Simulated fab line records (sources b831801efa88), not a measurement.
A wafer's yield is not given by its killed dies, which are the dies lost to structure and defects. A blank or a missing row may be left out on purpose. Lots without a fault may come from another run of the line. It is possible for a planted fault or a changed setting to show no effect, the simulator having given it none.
Which tool did it? + flow gf180mcu + 6 lots, 18 wafers sampled, at 2 steps of a route of 602

== WHAT EACH GAUGE READ, for each wafer ==
GF_NWELL_OVL_MEAS_07.
| lot  | measured    | on         | NWELL_OVL (nm) |
|------|-------------|------------|----------------|
| L157 | day 3 11:51 | overlay-02 | 1.1 -0.2 -1.8  |
| L162 | day 4 17:08 | overlay-02 | -2.1 -3.4 -1.8 |
| L171 | day 6 19:08 | overlay-02 | -1.3 0.1 -2.8  |
| L173 | day 7 04:01 | overlay-01 | -1.3 -0.9 -0.7 |
| L175 | day 7 13:19 | overlay-02 | 0.1 2.7 3.4    |
| L179 | day 8 11:52 | overlay-02 | -2.5 -3.0 -1.7 |

== WHAT TOOL EACH LOT RAN ON (gives the tool, then ch and the chambers of the sampled wafers, and finally the start) ==
| lot  | GF_NWELL_EXPOSE_04                 |
|------|------------------------------------|
| L157 | iline_stepper-02 ch 0, day 3 06:05 |
| L162 | iline_stepper-01 ch 0, day 4 10:50 |
| L171 | iline_stepper-01 ch 0, day 6 11:38 |
| L173 | iline_stepper-02 ch 0, day 6 21:01 |
| L175 | iline_stepper-02 ch 0, day 7 05:41 |
| L179 | iline_stepper-01 ch 0, day 8 03:44 |
- GF_NWELL_EXPOSE_04: exposes mask Nwell, target cd 860 nm.

== THE ANSWER, worked out from the rows above alone ==
Rule: the usual values come from the lots themselves. The widest of any qualifying gaps counts: lots, ordered by their means at a reading, are off when they make up no more than a third of the lots, leave a main group of 4 or more, and stand apart from it by 3 or more times the standard deviation of that group's means. If all means in a main group match to the digits the tables above print for the reading, that group is not used. A lot without any number at a reading at which 4 lots or more have one is off too. Where the step has rows for the other lots, those lots are counted as sound.
Across all readings shown, no lot is off: no conclusion can be drawn from this.

== WHAT HAD BEEN PUT IN BY THE SIMULATOR ==
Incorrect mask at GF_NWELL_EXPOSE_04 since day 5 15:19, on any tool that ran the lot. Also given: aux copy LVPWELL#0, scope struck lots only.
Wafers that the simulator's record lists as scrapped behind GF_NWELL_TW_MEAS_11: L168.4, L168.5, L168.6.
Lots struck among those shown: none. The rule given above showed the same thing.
